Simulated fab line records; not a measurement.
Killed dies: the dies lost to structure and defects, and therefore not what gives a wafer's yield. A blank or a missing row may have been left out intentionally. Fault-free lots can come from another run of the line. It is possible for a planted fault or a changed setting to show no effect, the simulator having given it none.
Check for tools in common :: flow sky130 :: Sampled: 11 lots, 33 wafers

== THE REASON FOR OPENING IT ==
SKY_LI_CONTACT_THK_MEAS_01, reading LI_CONTACT_HDPCVD_THK: flagged on 3 of 11 lots. Wafers without a fault read 930 nm, standard deviation 11.
Rule: a lot is flagged when every wafer of it that has a number lies more than 4 standard deviations from that mean, or none has a number. All remaining lots are regarded as sound.

lot: L940
measured: day 30 17:49
on: filmMetro-02
LI_CONTACT_HDPCVD_THK (nm), wafer by wafer: 944 949 941
flag: 

lot: L939
measured: day 30 19:17
on: filmMetro-01
LI_CONTACT_HDPCVD_THK (nm), wafer by wafer: 921 938 914
flag: 

lot: L943
measured: day 31 10:46
on: filmMetro-04
LI_CONTACT_HDPCVD_THK (nm), wafer by wafer: 919 925 927
flag: 

lot: L941
measured: day 31 13:26
on: filmMetro-02
LI_CONTACT_HDPCVD_THK (nm), wafer by wafer: 943 941 936
flag: 

lot: L944
measured: day 31 14:38
on: filmMetro-01
LI_CONTACT_HDPCVD_THK (nm), wafer by wafer: 911 916 907
flag: 

lot: L946
measured: day 32 09:08
on: filmMetro-01
LI_CONTACT_HDPCVD_THK (nm), wafer by wafer: 929 912 916
flag: 

lot: L951
measured: day 33 20:02
on: filmMetro-01
LI_CONTACT_HDPCVD_THK (nm), wafer by wafer: 616 612 603
flag: FLAGGED

lot: L952
measured: day 34 02:05
on: filmMetro-04
LI_CONTACT_HDPCVD_THK (nm), wafer by wafer: 927 915 926
flag: 

lot: L953
measured: day 34 07:22
on: filmMetro-02
LI_CONTACT_HDPCVD_THK (nm), wafer by wafer: 619 616 610
flag: FLAGGED

lot: L955
measured: day 34 20:32
on: filmMetro-01
LI_CONTACT_HDPCVD_THK (nm), wafer by wafer: 612 608 614
flag: FLAGGED

lot: L957
measured: day 35 08:43
on: filmMetro-01
LI_CONTACT_HDPCVD_THK (nm), wafer by wafer: 908 905 900
flag: 
Average over the flagged lots: 612 nm; offset from the usual -318 nm, equal to -29 standard deviations.

== LOT BY LOT: THE TOOL USED ==
2 process steps preceding the reading are held in the record, out of 708 steps in the route. Cell contents, in order: the tool; ch with the chambers the sampled wafers went through; the start.
lot: L940
flag: 
SKY_LDD_LDN_STRIP_12: plasmaAsher-03 ch 0,1, day 25 22:13
SKY_LI_CONTACT_HDPCVD_00: hdpcvd-01 ch 1, day 30 17:39

lot: L939
flag: 
SKY_LDD_LDN_STRIP_12: plasmaAsher-03 ch 0,1, day 25 23:10
SKY_LI_CONTACT_HDPCVD_00: hdpcvd-02 ch 0,2, day 30 19:11

lot: L943
flag: 
SKY_LDD_LDN_STRIP_12: plasmaAsher-01 ch 0,1, day 26 13:58
SKY_LI_CONTACT_HDPCVD_00: hdpcvd-01 ch 1,2, day 31 10:40

lot: L941
flag: 
SKY_LDD_LDN_STRIP_12: plasmaAsher-04 ch 0,1, day 26 17:31
SKY_LI_CONTACT_HDPCVD_00: hdpcvd-01 ch 1,2, day 31 13:20

lot: L944
flag: 
SKY_LDD_LDN_STRIP_12: plasmaAsher-04 ch 0,1, day 26 21:22
SKY_LI_CONTACT_HDPCVD_00: hdpcvd-02 ch 0,1, day 31 14:32

lot: L946
flag: 
SKY_LDD_LDN_STRIP_12: plasmaAsher-01 ch 0,1, day 27 15:46
SKY_LI_CONTACT_HDPCVD_00: hdpcvd-02 ch 0,2, day 32 09:02

lot: L951
flag: FLAGGED
SKY_LDD_LDN_STRIP_12: plasmaAsher-04 ch 0,1, day 29 03:22
SKY_LI_CONTACT_HDPCVD_00: hdpcvd-01 ch 0,2, day 33 19:56

lot: L952
flag: 
SKY_LDD_LDN_STRIP_12: plasmaAsher-03 ch 0,1, day 29 10:46
SKY_LI_CONTACT_HDPCVD_00: hdpcvd-02 ch 0,2, day 34 01:59

lot: L953
flag: FLAGGED
SKY_LDD_LDN_STRIP_12: plasmaAsher-03 ch 0,1, day 29 16:50
SKY_LI_CONTACT_HDPCVD_00: hdpcvd-01 ch 0,1, day 34 07:14

lot: L955
flag: FLAGGED
SKY_LDD_LDN_STRIP_12: plasmaAsher-04 ch 0,1, day 30 06:07
SKY_LI_CONTACT_HDPCVD_00: hdpcvd-01 ch 1,2, day 34 20:26

lot: L957
flag: 
SKY_LDD_LDN_STRIP_12: plasmaAsher-01 ch 0,1, day 30 19:10
SKY_LI_CONTACT_HDPCVD_00: hdpcvd-02 ch 0,1, day 35 08:35
What the steps here do:
- SKY_LDD_LDN_STRIP_12: strips in O2/N2.
- SKY_LI_CONTACT_HDPCVD_00: deposits PSG, target thk 930 nm, time 155 s.
- SKY_LI_CONTACT_THK_MEAS_01

== FLAGGED OVER TOTAL, TOOL BY TOOL (the gauges that took the reading come last) ==
step: SKY_LDD_LDN_STRIP_12
tool: plasmaAsher-01
lots run: 3
flagged: 0
share of the flagged lots: none
sound lots run after its first flagged lot: -

step: SKY_LDD_LDN_STRIP_12
tool: plasmaAsher-03
lots run: 4
flagged: 1
share of the flagged lots: some
sound lots run after its first flagged lot: 0

step: SKY_LDD_LDN_STRIP_12
tool: plasmaAsher-04
lots run: 4
flagged: 2
share of the flagged lots: some
sound lots run after its first flagged lot: 0

step: SKY_LI_CONTACT_HDPCVD_00
tool: hdpcvd-01
lots run: 6
flagged: 3
share of the flagged lots: all
sound lots run after its first flagged lot: 0

step: SKY_LI_CONTACT_HDPCVD_00
tool: hdpcvd-02
lots run: 5
flagged: 0
share of the flagged lots: none
sound lots run after its first flagged lot: -

step: SKY_LI_CONTACT_THK_MEAS_01
tool: filmMetro-01
lots run: 6
flagged: 2
share of the flagged lots: some
sound lots run after its first flagged lot: 1 (L957)

step: SKY_LI_CONTACT_THK_MEAS_01
tool: filmMetro-02
lots run: 3
flagged: 1
share of the flagged lots: some
sound lots run after its first flagged lot: 0

step: SKY_LI_CONTACT_THK_MEAS_01
tool: filmMetro-04
lots run: 2
flagged: 0
share of the flagged lots: none
sound lots run after its first flagged lot: -

== WHAT THE TABLE PERMITS ==
In the table, 1 row covers all flagged lots: hdpcvd-01 at SKY_LI_CONTACT_HDPCVD_00.
- hdpcvd-01 at SKY_LI_CONTACT_HDPCVD_00: 3 of its 6 lots flagged. A fault beginning between L941 (day 31 13:20), its last sound lot, and L951 (day 33 19:56), its first flagged one, fits the data.
What remains is a single tool, hdpcvd-01 at SKY_LI_CONTACT_HDPCVD_00.

== WHAT THE SIMULATOR HAD INSERTED ==
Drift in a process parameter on hdpcvd-01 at SKY_LI_CONTACT_HDPCVD_00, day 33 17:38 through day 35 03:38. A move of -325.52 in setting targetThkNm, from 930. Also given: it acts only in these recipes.
Shown lots that were struck: L951, L953, L955. The same result came from the rule above.
